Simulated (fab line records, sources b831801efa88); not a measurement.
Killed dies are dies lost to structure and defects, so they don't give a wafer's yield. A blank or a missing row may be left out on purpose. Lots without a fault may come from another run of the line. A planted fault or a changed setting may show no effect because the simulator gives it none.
Which tool did it? | flow sky130 | 7 lots, 21 wafers sampled, at 2 steps of a route of 708

WHAT THE GAUGES READ, wafer by wafer
SKY_RES_XHIGH_TW_MEAS_09.
lot  | measured     | on            | RES_XHIGH_TW
L322 | day 27 04:40 | film_metro-01 | 1586 1591 1587
L328 | day 29 10:10 | film_metro-02 | 30 30 30
L332 | day 30 23:09 | film_metro-01 | 1601 1597 1600
L335 | day 31 20:40 | film_metro-04 | 1654 1659 1647
L337 | day 32 12:22 | film_metro-02 | 1648 1647 1647
L339 | day 34 18:28 | film_metro-01 | 1591 1589 1589
L340 | day 34 21:41 | film_metro-02 | 1637 1642 1640

WHICH TOOL RAN EACH LOT (tool, then ch and the chambers of the sampled wafers, then the start)
lot  | SKY_RES_XHIGH_DEVELOP_06
L322 | litho_track-04 ch 0, day 27 04:17
L328 | litho_track-04, day 29 09:46
L332 | litho_track-04 ch 0, day 30 22:37
L335 | litho_track-03 ch 0, day 31 20:16
L337 | litho_track-04 ch 0, day 32 11:59
L339 | litho_track-04 ch 0, day 34 18:05
L340 | litho_track-02 ch 0, day 34 21:17
- SKY_RES_XHIGH_DEVELOP_06: develop time 60 s.

THE ANSWER, worked out from the rows above alone
Rule: what is usual is taken from the lots themselves. Put in order of their means at a reading, lots are off if they are a third of the lots or fewer, leave a main group of 4 or more, and stand apart from it by a gap of 3 or more times the standard deviation of the main group's means; of several such gaps the widest counts. A main group whose means are all the same, to the digits that the tables above print for the reading, isn't used. A lot without any number at a reading at which 4 lots or more have one is off too. The other lots that the step has rows for count as sound.
Off: L328, at SKY_RES_XHIGH_TW_MEAS_09 (RES_XHIGH_TW). The main group: mean 1620, standard deviation 28.
A tool fits if, at a process step before that reading, it ran every lot that is off, and no sound lot after the first of them. The gauges at SKY_RES_XHIGH_TW_MEAS_09 are tried like those tools. None of those tried fits.

WHAT THE SIMULATOR HAD PUT IN
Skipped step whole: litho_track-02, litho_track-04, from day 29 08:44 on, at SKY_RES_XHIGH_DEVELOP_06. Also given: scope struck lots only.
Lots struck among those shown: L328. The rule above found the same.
